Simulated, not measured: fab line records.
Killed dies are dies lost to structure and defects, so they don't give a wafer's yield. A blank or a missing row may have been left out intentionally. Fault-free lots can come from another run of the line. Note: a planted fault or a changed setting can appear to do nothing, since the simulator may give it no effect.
2 desks looking at one fault / flow gf180mcu / every desk sees just its own numbers, and what lay behind them comes last

== TOOL OWNER'S DESK, cmp-02 ==
The tool's own readings at GF_V2_CMP_26 (polishes, stops on SiO2, t overpolish 15 s, target thk 0 nm): means of the sampled wafers that have a number, for each lot that ran on this tool. If a lot's mean is further than 4 standard deviations from the usual mean, the lot is out of limits and carries the mark OUT (the distance appears in the brackets).
Columns: A = edge-zone-pressure-frac at GF_V2_CMP_26, usual 1.000; B = motor-current-A at GF_V2_CMP_26, usual 11.8 A; C = overpolish-run-s at GF_V2_CMP_26, usual 15.000 s; D = time-to-endpoint-s at GF_V2_CMP_26, usual 87 s
lot=L172; first seen here=day 20 04:43; A=1.010; B=13.4; C=15.000; D=89
lot=L173; first seen here=day 20 07:54; A=1.002; B=10.8; C=15.002; D=91
lot=L174; first seen here=day 21 04:22; A=1.000; B=12.1; C=15.007; D=86
lot=L175; first seen here=day 21 20:53; A=0.997; B=11.3; C=15.009; D=92
lot=L182; first seen here=day 24 04:55; A=0.999; B=12.5; C=13.806 (-99 or more) OUT; D=87
lot=L184; first seen here=day 24 18:34; A=1.005; B=13.1; C=13.809 (-99 or more) OUT; D=84
lot=L193; first seen here=day 27 14:00; A=1.005; B=12.3; C=14.998; D=84
lot=L194; first seen here=day 27 19:34; A=0.995; B=12.2; C=14.993; D=87
This desk's finding: out of limits on L182, L184; first on L182, day 24 04:55 (overpolish-run-s at GF_V2_CMP_26). In limits: L172, L173, L174, L175, L193, L194.

== THE METROLOGY DESK ==
Lot by lot, what the gauges showed, no matter which tool ran the lot: averages of those sampled wafers that carry a number. If a lot's mean is further than 4 standard deviations from the usual mean, the lot is out of limits and carries the mark OUT (the distance appears in the brackets).
Columns: A = cd-nm at GF_M3_CD_MEAS_14, usual 279.9 nm; B = M3_OVL at GF_M3_OVL_MEAS_15, usual 5 nm
lot=L172; first seen here=day 21 04:59; A=281.1; B=3
lot=L173; first seen here=day 21 07:58; A=280.5; B=4
lot=L174; first seen here=day 22 04:14; A=279.5; B=2
lot=L175; first seen here=day 22 21:06; A=278.3; B=1
lot=L182; first seen here=day 25 03:19; A=280.1; B=6
lot=L184; first seen here=day 25 16:47; A=278.3; B=6
lot=L186; first seen here=day 26 13:49; A=279.0; B=0
lot=L191; first seen here=day 27 18:50; A=279.0; B=17
lot=L192; first seen here=day 27 22:23; A=280.6; B=7
lot=L193; first seen here=day 28 10:37; A=279.4; B=6
lot=L194; first seen here=day 28 15:41; A=279.5; B=6
lot=L195; first seen here=day 29 02:25; A=279.7; B=8
This desk found nothing out of limits on any of the 12 lots.

== ALL TOGETHER ==
At day 24 04:55, on L182, L184, the tool owner's desk was in a position to raise an alarm.
Metrology desk: nothing out of limits seen.
The metrology desk has L182, L184 on record, within its limits.
Of the lots named, all ran GF_V2_CMP_26 on cmp-02.

== WHAT THE SIMULATOR HAD PUT IN ==
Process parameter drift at GF_V2_CMP_26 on cmp-02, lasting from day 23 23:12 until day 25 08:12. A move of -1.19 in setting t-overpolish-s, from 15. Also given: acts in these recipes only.
Struck lots among those shown: L182, L184.
Each desk's first reading out of limits, in hours after the fault started: the tool owner's desk, 6.
